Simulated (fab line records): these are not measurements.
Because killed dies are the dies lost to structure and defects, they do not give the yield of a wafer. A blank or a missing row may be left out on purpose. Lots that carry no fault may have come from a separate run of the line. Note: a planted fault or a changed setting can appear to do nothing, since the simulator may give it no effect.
fab line records || flow gf180mcu
record: {"lots": 6, "wafers": 18, "lastDay": 34}
route steps=602 shown VT_IMPLANT@93
lots with no fault: from the same line, run without faults
startH: hours from the record's opening day to when the first of the lot's shown wafers began || waitH: time in hours since the lot's previous step || " repeats the value in the row above || L1.1+2: several wafers, shown together as one row || - value missing, or start not given || * or withheld: withheld || < > ~ a bound
route shown NAME@n: a module of which the file shows steps, and the number in the route of the first || usual: the fault-free wafers' mean and standard deviation || same: alike in all rows || chamber/n: place in a boat || sites: readings site by site || _std_site: the values' standard deviation || _edge_site: inner sites' mean taken away from outer sites' mean || radiusMm: how far each site lies from the wafer's centre || mask NAME#n: copy n || behind: the last tool/chamber to shape the wafer || hold: why the lot was held/for how many hours/how that ended || device: which transistor (n, p or np) failed to switch || end of line: at the end of the route, the tests of the same wafers || a step with no rows: only its recipe || killed: count of dies lost to structure and defects at first sort (not the wafer's yield) || map: dies across one wafer; x = killed, . = not, _ = none there
set.NAME: the setting as run; set.NAME@STEP: as run at that earlier step || model.NAME: the simulator's own value behind a step, which no gauge read
certain route steps with their lots: each step a table, each wafer a row
services: from which hour (startH, from the record's first day; less than 0 if before it) a tool's chamber was out of use, for how many hours, and why
== steps ==
step: GF_VT_IMPLANT_SOFTBAKE_03
recipe: {"tempC": 90, "timeS": 60, "resist": "NOVOLAK"}
step: GF_VT_IMPLANT_EXPOSE_04
recipe: {"maskId": "LVPWELL_LV_AREA", "targetCdNm": 600, "na": 0.6, "sourceShape": "conventional", "sigmaOuter": 0.6, "doseMj": 140}
step: GF_VT_IMPLANT_PEB_05
recipe: {"tempC": "withheld", "timeS": "*", "resist": "NOVOLAK"}
step: GF_VT_IMPLANT_DEVELOP_06
recipe: {"developTimeS": 60, "devTempC": 23}
step: GF_VT_IMPLANT_OVL_MEAS_07
usual: {"VT_IMPLANT_OVL": "-0.8/1.2"}
{"lot.wafer": "L320.1", "tool": "overlay-02", "chamber": "-", "startH": 159.92, "waitH": 0.1, "VT_IMPLANT_OVL[nm]": -2.6}
{"lot.wafer": "L320.5", "tool": "overlay-02", "chamber": "-", "startH": 159.92, "waitH": 0.1, "VT_IMPLANT_OVL[nm]": -0.3}
{"lot.wafer": "L320.6", "tool": "overlay-02", "chamber": "-", "startH": 159.92, "waitH": 0.1, "VT_IMPLANT_OVL[nm]": -0.7}
{"lot.wafer": "L321.1", "tool": "overlay-01", "chamber": "-", "startH": 169.20, "waitH": 0.1, "VT_IMPLANT_OVL[nm]": -0.7}
{"lot.wafer": "L321.3", "tool": "overlay-01", "chamber": "-", "startH": 169.20, "waitH": 0.1, "VT_IMPLANT_OVL[nm]": 0.1}
{"lot.wafer": "L321.5", "tool": "overlay-01", "chamber": "-", "startH": 169.20, "waitH": 0.1, "VT_IMPLANT_OVL[nm]": -1.0}
{"lot.wafer": "L331.1", "tool": "overlay-02", "chamber": "-", "startH": 227.54, "waitH": 0.1, "VT_IMPLANT_OVL[nm]": -0.6}
{"lot.wafer": "L331.2", "tool": "overlay-02", "chamber": "-", "startH": 227.54, "waitH": 0.1, "VT_IMPLANT_OVL[nm]": -1.6}
{"lot.wafer": "L331.6", "tool": "overlay-02", "chamber": "-", "startH": 227.54, "waitH": 0.1, "VT_IMPLANT_OVL[nm]": -1.1}
{"lot.wafer": "L333.1", "tool": "overlay-02", "chamber": "-", "startH": 243.85, "waitH": 0.1, "VT_IMPLANT_OVL[nm]": 0.2}
{"lot.wafer": "L333.3", "tool": "overlay-02", "chamber": "-", "startH": 243.85, "waitH": 0.1, "VT_IMPLANT_OVL[nm]": 2.4}
{"lot.wafer": "L333.4", "tool": "overlay-02", "chamber": "-", "startH": 243.85, "waitH": 0.1, "VT_IMPLANT_OVL[nm]": -1.0}
{"lot.wafer": "L334.1", "tool": "overlay-01", "chamber": "-", "startH": 250.99, "waitH": 0.1, "VT_IMPLANT_OVL[nm]": -1.2}
{"lot.wafer": "L334.4", "tool": "overlay-01", "chamber": "-", "startH": 250.99, "waitH": 0.1, "VT_IMPLANT_OVL[nm]": -1.4}
{"lot.wafer": "L334.6", "tool": "overlay-01", "chamber": "-", "startH": 250.99, "waitH": 0.1, "VT_IMPLANT_OVL[nm]": -0.4}
{"lot.wafer": "L335.2", "tool": "overlay-02", "chamber": "-", "startH": 253.33, "waitH": 0.1, "VT_IMPLANT_OVL[nm]": -0.4}
{"lot.wafer": "L335.4", "tool": "overlay-02", "chamber": "-", "startH": 253.33, "waitH": 0.1, "VT_IMPLANT_OVL[nm]": -0.7}
{"lot.wafer": "L335.6", "tool": "overlay-02", "chamber": "-", "startH": 253.33, "waitH": 0.1, "VT_IMPLANT_OVL[nm]": -0.4}
step: GF_VT_IMPLANT_IMPLANT_08
recipe: {"species": "BF2", "energyKev": 20, "doseCm2": 7.915e+12, "tiltDeg": 7}
step: GF_VT_IMPLANT_STRIP_09
recipe: {"chemistry": "O2/N2", "powerW": 1400, "pressureMtorr": 1500, "platenTempC": 250, "o2FlowSccm": 3000, "n2FlowSccm": 300, "overashFraction": 0.5}
usual: {"drypumpMotorCurrentA": "5.6/0.34", "heaterPowerW": "330/51", "oesProductAu": "0.716/0.005", "stripTimeToEndpointS": "12.63/0.035"}
{"lot.wafer": "L320.1", "tool": "plasmaAsher-03", "chamber": 0, "startH": 160.11, "waitH": 0.1, "drypumpMotorCurrentA": 5.4, "heaterPowerW": 350, "oesProductAu": 0.718, "rfHoursCounterH": 53, "stripTimeToEndpointS": 12.66}
{"lot.wafer": "L320.5", "tool": "plasmaAsher-03", "chamber": 1, "startH": 160.11, "waitH": 0.1, "drypumpMotorCurrentA": 5.2, "heaterPowerW": 325, "oesProductAu": 0.720, "rfHoursCounterH": "-", "stripTimeToEndpointS": 12.61}
{"lot.wafer": "L320.6", "tool": "plasmaAsher-03", "chamber": 0, "startH": 160.11, "waitH": 0.1, "drypumpMotorCurrentA": 5.4, "heaterPowerW": 353, "oesProductAu": 0.718, "rfHoursCounterH": "-", "stripTimeToEndpointS": 12.59}
{"lot.wafer": "L321.1", "tool": "plasmaAsher-04", "chamber": 1, "startH": 169.38, "waitH": 0.1, "drypumpMotorCurrentA": 6.1, "heaterPowerW": 299, "oesProductAu": 0.716, "rfHoursCounterH": 39, "stripTimeToEndpointS": 12.60}
{"lot.wafer": "L321.3", "tool": "plasmaAsher-04", "chamber": 0, "startH": 169.38, "waitH": 0.1, "drypumpMotorCurrentA": 5.5, "heaterPowerW": 307, "oesProductAu": 0.722, "rfHoursCounterH": "-", "stripTimeToEndpointS": 12.61}
{"lot.wafer": "L321.5", "tool": "plasmaAsher-04", "chamber": 0, "startH": 169.38, "waitH": 0.1, "drypumpMotorCurrentA": 5.5, "heaterPowerW": 309, "oesProductAu": 0.711, "rfHoursCounterH": "-", "stripTimeToEndpointS": 12.60}
{"lot.wafer": "L331.1", "tool": "plasmaAsher-01", "chamber": 1, "startH": 227.73, "waitH": 0.1, "drypumpMotorCurrentA": 5.8, "heaterPowerW": 331, "oesProductAu": 0.731, "rfHoursCounterH": 11, "stripTimeToEndpointS": 12.61}
{"lot.wafer": "L331.2", "tool": "plasmaAsher-01", "chamber": 0, "startH": 227.73, "waitH": 0.1, "drypumpMotorCurrentA": 5.9, "heaterPowerW": 500, "oesProductAu": 0.708, "rfHoursCounterH": 11, "stripTimeToEndpointS": 12.62}
{"lot.wafer": "L331.6", "tool": "plasmaAsher-01", "chamber": 1, "startH": 227.73, "waitH": 0.1, "drypumpMotorCurrentA": 5.7, "heaterPowerW": 335, "oesProductAu": 0.721, "rfHoursCounterH": "-", "stripTimeToEndpointS": 12.64}
{"lot.wafer": "L333.1", "tool": "plasmaAsher-04", "chamber": 1, "startH": 244.03, "waitH": 0.1, "drypumpMotorCurrentA": 6.2, "heaterPowerW": 292, "oesProductAu": 0.720, "rfHoursCounterH": 46, "stripTimeToEndpointS": 12.53}
{"lot.wafer": "L333.3", "tool": "plasmaAsher-04", "chamber": 0, "startH": 244.03, "waitH": 0.1, "drypumpMotorCurrentA": 5.5, "heaterPowerW": 304, "oesProductAu": 0.717, "rfHoursCounterH": "-", "stripTimeToEndpointS": 12.56}
{"lot.wafer": "L333.4", "tool": "plasmaAsher-04", "chamber": 1, "startH": 244.03, "waitH": 0.1, "drypumpMotorCurrentA": 6.1, "heaterPowerW": 293, "oesProductAu": 0.721, "rfHoursCounterH": "-", "stripTimeToEndpointS": 12.60}
{"lot.wafer": "L334.1", "tool": "plasmaAsher-04", "chamber": 0, "startH": 251.18, "waitH": 0.1, "drypumpMotorCurrentA": 5.5, "heaterPowerW": 313, "oesProductAu": 0.708, "rfHoursCounterH": 47, "stripTimeToEndpointS": 12.67}
{"lot.wafer": "L334.4", "tool": "plasmaAsher-04", "chamber": 0, "startH": 251.18, "waitH": 0.1, "drypumpMotorCurrentA": 5.5, "heaterPowerW": 301, "oesProductAu": 0.710, "rfHoursCounterH": "-", "stripTimeToEndpointS": 12.67}
{"lot.wafer": "L334.6", "tool": "plasmaAsher-04", "chamber": 1, "startH": 251.18, "waitH": 0.1, "drypumpMotorCurrentA": 6.2, "heaterPowerW": 292, "oesProductAu": 0.723, "rfHoursCounterH": "-", "stripTimeToEndpointS": 12.69}
{"lot.wafer": "L335.2", "tool": "plasmaAsher-03", "chamber": 1, "startH": 253.51, "waitH": 0.1, "drypumpMotorCurrentA": 5.2, "heaterPowerW": 334, "oesProductAu": 0.721, "rfHoursCounterH": 62, "stripTimeToEndpointS": 12.60}
{"lot.wafer": "L335.4", "tool": "plasmaAsher-03", "chamber": 1, "startH": 253.51, "waitH": 0.1, "drypumpMotorCurrentA": 5.2, "heaterPowerW": 329, "oesProductAu": 0.714, "rfHoursCounterH": "-", "stripTimeToEndpointS": 12.65}
{"lot.wafer": "L335.6", "tool": "plasmaAsher-03", "chamber": 1, "startH": 253.51, "waitH": 0.1, "drypumpMotorCurrentA": 5.2, "heaterPowerW": 324, "oesProductAu": 0.716, "rfHoursCounterH": "-", "stripTimeToEndpointS": 12.62}
step: GF_VT_IMPLANT_TW_MEAS_10
usual: {"VT_IMPLANT_TW": "558/8.1"}
{"lot.wafer": "L320.1", "tool": "filmMetro-01", "chamber": "-", "startH": 160.21, "waitH": 0.1, "VT_IMPLANT_TW": 559}
{"lot.wafer": "L320.5", "tool": "filmMetro-01", "chamber": "-", "startH": 160.21, "waitH": 0.1, "VT_IMPLANT_TW": 559}
{"lot.wafer": "L320.6", "tool": "filmMetro-01", "chamber": "-", "startH": 160.21, "waitH": 0.1, "VT_IMPLANT_TW": 559}
{"lot.wafer": "L321.1", "tool": "filmMetro-01", "chamber": "-", "startH": 169.48, "waitH": 0.1, "VT_IMPLANT_TW": 556}
{"lot.wafer": "L321.3", "tool": "filmMetro-01", "chamber": "-", "startH": 169.48, "waitH": 0.1, "VT_IMPLANT_TW": 555}
{"lot.wafer": "L321.5", "tool": "filmMetro-01", "chamber": "-", "startH": 169.48, "waitH": 0.1, "VT_IMPLANT_TW": 559}
{"lot.wafer": "L331.1", "tool": "filmMetro-03", "chamber": "-", "startH": 227.83, "waitH": 0.1, "VT_IMPLANT_TW": 548}
{"lot.wafer": "L331.2", "tool": "filmMetro-03", "chamber": "-", "startH": 227.83, "waitH": 0.1, "VT_IMPLANT_TW": 546}
{"lot.wafer": "L331.6", "tool": "filmMetro-03", "chamber": "-", "startH": 227.83, "waitH": 0.1, "VT_IMPLANT_TW": 544}
{"lot.wafer": "L333.1", "tool": "filmMetro-01", "chamber": "-", "startH": 244.13, "waitH": 0.1, "VT_IMPLANT_TW": 565}
{"lot.wafer": "L333.3", "tool": "filmMetro-01", "chamber": "-", "startH": 244.13, "waitH": 0.1, "VT_IMPLANT_TW": 566}
{"lot.wafer": "L333.4", "tool": "filmMetro-01", "chamber": "-", "startH": 244.13, "waitH": 0.1, "VT_IMPLANT_TW": 562}
{"lot.wafer": "L334.1", "tool": "filmMetro-01", "chamber": "-", "startH": 251.28, "waitH": 0.1, "VT_IMPLANT_TW": 564}
{"lot.wafer": "L334.4", "tool": "filmMetro-01", "chamber": "-", "startH": 251.28, "waitH": 0.1, "VT_IMPLANT_TW": 565}
{"lot.wafer": "L334.6", "tool": "filmMetro-01", "chamber": "-", "startH": 251.28, "waitH": 0.1, "VT_IMPLANT_TW": 567}
{"lot.wafer": "L335.2", "tool": "filmMetro-02", "chamber": "-", "startH": 253.62, "waitH": 0.1, "VT_IMPLANT_TW": 560}
{"lot.wafer": "L335.4", "tool": "filmMetro-02", "chamber": "-", "startH": 253.62, "waitH": 0.1, "VT_IMPLANT_TW": 565}
{"lot.wafer": "L335.6", "tool": "filmMetro-02", "chamber": "-", "startH": 253.62, "waitH": 0.1, "VT_IMPLANT_TW": 565}
step: GF_VT_IMPLANT_DEHYDRATE_11
recipe: {"tempC": 200, "timeS": 60}
step: GF_VT_IMPLANT_HMDS_12
recipe: {"primeTimeS": 60, "primeTempC": 120}
step: GF_VT_IMPLANT_COAT_13
recipe: {"resist": "NOVOLAK", "spinRpm": 3000, "resistThkNm": 1000}
step: GF_VT_IMPLANT_SOFTBAKE_14
recipe: {"tempC": 90, "timeS": 60, "resist": "NOVOLAK"}
step: GF_VT_IMPLANT_EXPOSE_15
recipe: {"maskId": "Nwell_LV_AREA", "targetCdNm": 860, "na": 0.6, "sourceShape": "conventional", "sigmaOuter": 0.6, "doseMj": 140}
usual: {"exposureDoseMJCm2": "140.03/0.14", "focusOffsetNm": "0.0/0.51"}
{"lot.wafer": "L320.1", "tool": "ilineStepper-02", "chamber": "-", "startH": 168.14, "waitH": "-", "mask": "Nwell_LV_AREA#0", "exposureDoseMJCm2": "-", "focusOffsetNm": "-", "model.VT_IMPLANT.overlayYNm": -0.451}
{"lot.wafer": "L320.5", "tool": "ilineStepper-02", "chamber": "-", "startH": 168.14, "waitH": "-", "mask": "Nwell_LV_AREA#0", "exposureDoseMJCm2": "-", "focusOffsetNm": "-", "model.VT_IMPLANT.overlayYNm": -0.451}
{"lot.wafer": "L320.6", "tool": "ilineStepper-02", "chamber": "-", "startH": 168.14, "waitH": "-", "mask": "Nwell_LV_AREA#0", "exposureDoseMJCm2": "-", "focusOffsetNm": "-", "model.VT_IMPLANT.overlayYNm": -0.451}
{"lot.wafer": "L321.1", "tool": "ilineStepper-02", "chamber": "-", "startH": 177.05, "waitH": "-", "mask": "Nwell_LV_AREA#0", "exposureDoseMJCm2": "-", "focusOffsetNm": "-", "model.VT_IMPLANT.overlayYNm": 1.395}
{"lot.wafer": "L321.3", "tool": "ilineStepper-02", "chamber": "-", "startH": 177.05, "waitH": "-", "mask": "Nwell_LV_AREA#0", "exposureDoseMJCm2": "-", "focusOffsetNm": "-", "model.VT_IMPLANT.overlayYNm": 1.395}
{"lot.wafer": "L321.5", "tool": "ilineStepper-02", "chamber": "-", "startH": 177.05, "waitH": "-", "mask": "Nwell_LV_AREA#0", "exposureDoseMJCm2": "-", "focusOffsetNm": "-", "model.VT_IMPLANT.overlayYNm": 1.395}
{"lot.wafer": "L331.1", "tool": "ilineStepper-02", "chamber": 0, "startH": 236.82, "waitH": "-", "mask": "Nwell_LV_AREA#0", "exposureDoseMJCm2": 140.15, "focusOffsetNm": 0.0, "model.VT_IMPLANT.overlayYNm": 0.8807}
{"lot.wafer": "L331.2", "tool": "ilineStepper-02", "chamber": 0, "startH": 236.82, "waitH": "-", "mask": "Nwell_LV_AREA#0", "exposureDoseMJCm2": 139.84, "focusOffsetNm": -0.1, "model.VT_IMPLANT.overlayYNm": 0.8807}
{"lot.wafer": "L331.6", "tool": "ilineStepper-02", "chamber": 0, "startH": 236.82, "waitH": "-", "mask": "Nwell_LV_AREA#0", "exposureDoseMJCm2": 139.85, "focusOffsetNm": 0.8, "model.VT_IMPLANT.overlayYNm": 0.8807}
{"lot.wafer": "L333.1", "tool": "ilineStepper-01", "chamber": 0, "startH": 253.61, "waitH": "-", "mask": "Nwell_LV_AREA#0", "exposureDoseMJCm2": 140.34, "focusOffsetNm": 0.6, "model.VT_IMPLANT.overlayYNm": -1.789}
{"lot.wafer": "L333.3", "tool": "ilineStepper-01", "chamber": 0, "startH": 253.61, "waitH": "-", "mask": "Nwell_LV_AREA#0", "exposureDoseMJCm2": 140.32, "focusOffsetNm": -0.2, "model.VT_IMPLANT.overlayYNm": -1.789}
{"lot.wafer": "L333.4", "tool": "ilineStepper-01", "chamber": 0, "startH": 253.61, "waitH": "-", "mask": "Nwell_LV_AREA#0", "exposureDoseMJCm2": 140.22, "focusOffsetNm": 0.9, "model.VT_IMPLANT.overlayYNm": -1.789}
{"lot.wafer": "L334.1", "tool": "ilineStepper-01", "chamber": 0, "startH": 260.65, "waitH": "-", "mask": "Nwell_LV_AREA#0", "exposureDoseMJCm2": 140.03, "focusOffsetNm": 0.6, "model.VT_IMPLANT.overlayYNm": 0.1888}
{"lot.wafer": "L334.4", "tool": "ilineStepper-01", "chamber": 0, "startH": 260.65, "waitH": "-", "mask": "Nwell_LV_AREA#0", "exposureDoseMJCm2": 139.85, "focusOffsetNm": 0.7, "model.VT_IMPLANT.overlayYNm": 0.1888}
{"lot.wafer": "L334.6", "tool": "ilineStepper-01", "chamber": 0, "startH": 260.65, "waitH": "-", "mask": "Nwell_LV_AREA#0", "exposureDoseMJCm2": 139.89, "focusOffsetNm": 0.1, "model.VT_IMPLANT.overlayYNm": 0.1888}
{"lot.wafer": "L335.2", "tool": "ilineStepper-02", "chamber": 0, "startH": 263.59, "waitH": "-", "mask": "Nwell_LV_AREA#0", "exposureDoseMJCm2": 140.18, "focusOffsetNm": -0.3, "model.VT_IMPLANT.overlayYNm": 2.945}
{"lot.wafer": "L335.4", "tool": "ilineStepper-02", "chamber": 0, "startH": 263.59, "waitH": "-", "mask": "Nwell_LV_AREA#0", "exposureDoseMJCm2": 140.17, "focusOffsetNm": -0.3, "model.VT_IMPLANT.overlayYNm": 2.945}
{"lot.wafer": "L335.6", "tool": "ilineStepper-02", "chamber": 0, "startH": 263.59, "waitH": "-", "mask": "Nwell_LV_AREA#0", "exposureDoseMJCm2": 140.14, "focusOffsetNm": 0.0, "model.VT_IMPLANT.overlayYNm": 2.945}
step: GF_VT_IMPLANT_PEB_16
recipe: {"tempC": "withheld", "timeS": "*", "resist": "NOVOLAK"}
== services ==
{"tool": "ilineStepper-02", "chamber": "-", "startH": 153.17, "hours": 10.3, "kind": "repair"}
{"tool": "ilineStepper-02", "chamber": "-", "startH": 163.49, "hours": 1.7, "kind": "pm"}
{"tool": "ilineStepper-01", "chamber": "-", "startH": 185.72, "hours": 18.6, "kind": "repair"}
{"tool": "plasmaAsher-04", "chamber": "-", "startH": 209.71, "hours": 1.2, "kind": "repair"}
{"tool": "plasmaAsher-04", "chamber": "-", "startH": 214.94, "hours": 1.6, "kind": "repair"}
{"tool": "ilineStepper-02", "chamber": "-", "startH": 215.99, "hours": 1.6, "kind": "repair"}
{"tool": "plasmaAsher-03", "chamber": "-", "startH": 247.01, "hours": 2.3, "kind": "repair"}
{"tool": "ilineStepper-02", "chamber": "-", "startH": 249.77, "hours": 6.0, "kind": "repair"}
== key ==
firstSign: {"step": "GF_VT_IMPLANT_EXPOSE_15", "reading": "toolRecord", "direction": "missing"}
effect none on later readings
modelEffect: {"step": "GF_VT_IMPLANT_EXPOSE_15", "value": "VT_IMPLANT.overlayYNm", "without": -0.5631, "struck": 0.4719}
metAt GF_VT_IMPLANT_EXPOSE_15
struckWafers L320.1,L320.5,L320.6,L321.1,L321.3,L321.5
laterRowsLeftOut L320.1,L320.5,L320.6,L321.1,L321.3,L321.5
sortLeftOut L320.1,L320.5,L320.6,L321.1,L321.3,L321.5
testerLeftOut L320,L321
fault: {"kind": "skippedStepWhole", "tool": "ilineStepper-02", "chamber": "-", "onsetH": 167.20, "steps": "GF_VT_IMPLANT_EXPOSE_15", "scope": "struckLotsOnly"}
testerLeftOut: of these lots the tester's yield and bins aren't shown, on N5 and GAA mostly nor the transistor test; their killed dies are dies lost to structure and defects alone, not to doping, threshold or leakage, so they don't give the yield
sortLeftOut: the simulated sort isn't trusted on such a fault, so these wafers' sort isn't shown, and their yield isn't known
laterRowsLeftOut: the simulator's readings of these wafers behind a module that went badly wrong aren't trusted and aren't shown, but for the sort
